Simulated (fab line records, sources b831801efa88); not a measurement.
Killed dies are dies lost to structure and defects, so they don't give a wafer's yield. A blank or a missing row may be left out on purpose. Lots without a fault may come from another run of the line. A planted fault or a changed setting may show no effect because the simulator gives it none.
Which tool did it? | flow sky130 | 6 lots, 18 wafers sampled, at 2 steps of a route of 708

WHAT THE GAUGES READ, wafer by wafer
SKY_SONOS_TUNNEL_OVL_MEAS_08.
lot  | measured     | on         | SONOS_TUNNEL_OVL (nm)
L868 | day 12 14:40 | overlay-02 | -1.5 -2.1 -1.3
L870 | day 13 04:41 | overlay-01 | 1.2 0.1 0.9
L872 | day 14 03:40 | overlay-01 | -1.2 -1.0 -1.6
L876 | day 15 07:42 | overlay-02 | 0.2 -0.2 0.8
L878 | day 15 20:35 | overlay-01 | -0.1 -0.1 -1.5
L884 | day 17 23:11 | overlay-01 | -0.9 0.0 0.6

WHICH TOOL RAN EACH LOT (tool, then ch and the chambers of the sampled wafers, then the start)
lot  | SKY_VT_ADJUST_HVTR_STRIP_10
L868 | plasma_asher-01 ch 0,1, day 10 16:17
L870 | plasma_asher-04 ch 0,1, day 11 03:23
L872 | plasma_asher-01 ch 0,1, day 12 01:28
L876 | plasma_asher-03 ch 0,1, day 13 04:17
L878 | plasma_asher-03 ch 0,1, day 13 16:47
L884 | plasma_asher-03 ch 0,1, day 15 15:41
- SKY_VT_ADJUST_HVTR_STRIP_10: strips in O2/N2.

THE ANSWER, worked out from the rows above alone
Rule: what is usual is taken from the lots themselves. Put in order of their means at a reading, lots are off if they are a third of the lots or fewer, leave a main group of 4 or more, and stand apart from it by a gap of 3 or more times the standard deviation of the main group's means; of several such gaps the widest counts. A main group whose means are all the same, to the digits that the tables above print for the reading, isn't used. A lot without any number at a reading at which 4 lots or more have one is off too. The other lots that the step has rows for count as sound.
No lot is off at any reading shown: from this, nothing can be told.

WHAT THE SIMULATOR HAD PUT IN
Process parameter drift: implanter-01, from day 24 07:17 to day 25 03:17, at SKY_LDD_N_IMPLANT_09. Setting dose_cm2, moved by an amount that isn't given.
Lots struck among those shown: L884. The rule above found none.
